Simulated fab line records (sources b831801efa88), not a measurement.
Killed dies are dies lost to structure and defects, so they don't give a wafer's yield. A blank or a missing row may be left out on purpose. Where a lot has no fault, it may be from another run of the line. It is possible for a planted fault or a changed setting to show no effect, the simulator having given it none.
Split-lot experiment | flow sky130 | on a route of 708 steps: 5 lots, 23 wafers read

## ON THE SPLIT
At SKY_GATE_OXIDE_IMPLANT_11, the setting dose_cm2 was moved away from the recipe's 2.6e+12 on 8 of the 23 wafers read, by -7.0% to +5.6%. This setting was run at the recipe's value on the other wafers.

## FROM THE SPLIT TO THE READING: what the file shows between them, 2 steps
- SKY_GATE_OXIDE_WET_ETCH_12: etches SiO2 in dHF, target depth 16.8 nm, time 336 s
- SKY_GATE_OXIDE_STRIP_13: strips in O2/N2

## THE READING
GATE_OXIDE_TW, at SKY_GATE_OXIDE_TW_MEAS_14. Typical for fault-free wafers on this fab line: 222.7, with standard deviation 1.4.

wafer  | tool, chamber at the split | dose_cm2 as run | against the recipe | GATE_OXIDE_TW | against lot-mates on the recipe
L077.2 | implanter-01, 0            | 2.65e+12        | +1.9%              | 223.8         | +0.4
L077.3 | implanter-01, 0            | 2.6e+12         | recipe             | 223.8         | -
L077.4 | implanter-01, 0            | 2.6e+12         | recipe             | 223.8         | -
L077.5 | implanter-01, 0            | 2.65e+12        | +1.9%              | 224.6         | +1.2
L077.6 | implanter-01, 0            | 2.6e+12         | recipe             | 222.5         | -
L078.1 | implanter-02, 0            | 2.418e+12       | -7.0%              | 219.3         | -4.5
L078.2 | implanter-02, 0            | 2.418e+12       | -7.0%              | 218.9         | -4.9
L078.3 | implanter-02, 0            | 2.6e+12         | recipe             | 223.3         | -
L078.4 | implanter-02, 0            | 2.6e+12         | recipe             | 224.3         | -
L078.5 | implanter-02, 0            | 2.418e+12       | -7.0%              | 219.8         | -4.0
L080.1 | implanter-01, 0            | 2.746e+12       | +5.6%              | 225.9         | +3.2
L080.2 | implanter-01, 0            | 2.746e+12       | +5.6%              | 226.0         | +3.2
L080.4 | implanter-01, 0            | 2.746e+12       | +5.6%              | 225.4         | +2.7
L080.5 | implanter-01, 0            | 2.6e+12         | recipe             | 223.4         | -
L080.6 | implanter-01, 0            | 2.6e+12         | recipe             | 222.1         | -
L081.1 | implanter-01, 0            | 2.6e+12         | recipe             | 222.2         | -
L081.2 | implanter-01, 0            | 2.6e+12         | recipe             | 222.4         | -
L081.3 | implanter-01, 0            | 2.6e+12         | recipe             | 223.6         | -
L081.5 | implanter-01, 0            | 2.6e+12         | recipe             | 222.3         | -
L081.6 | implanter-01, 0            | 2.6e+12         | recipe             | 222.6         | -
L082.1 | implanter-01, 0            | 2.6e+12         | recipe             | 222.2         | -
L082.4 | implanter-01, 0            | 2.6e+12         | recipe             | 222.7         | -
L082.5 | implanter-01, 0            | 2.6e+12         | recipe             | 222.0         | -

THE FIT
A straight line over all 23 wafers: GATE_OXIDE_TW changes by +0.515 for each +1% of dose_cm2; r = +0.94; the points scatter about the line by 0.65.
The same after taking each lot's own level away (the mean of its wafers on the recipe; 23 wafers): +0.594 for each +1%; r = +0.97; scatter 0.51.
According to that fit, moving dose_cm2 by its largest amount changes the reading by 4.2.
The span of the lots' own levels, 222.30 to 223.80, comes to 1.1 times the standard deviation stated above.
So the lot-to-lot level changes the slope: the two fits differ.
Check: with one of the wafers moved furthest among these (-7.0%) left out of the fit, the line predicts -4.19 for it against its lot-mates. It came out at -4.5 against them.

## FURTHER SPLITS ON THESE WAFERS
Other splits were also applied to these wafers ahead of the reading. Each is held against what the fit with the lots' levels taken away leaves over:
other split on the same wafers        | wafers away from the commonest value | r with GATE_OXIDE_TW (lot level and that fit taken away)
SKY_GATE_OXIDE_OXIDATION_01 ox_time_s | 18                                   | -0.01

## FILE'S OWN FIT
GATE_OXIDE_TW changes by +0.592 for each +1% of dose_cm2, r = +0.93.
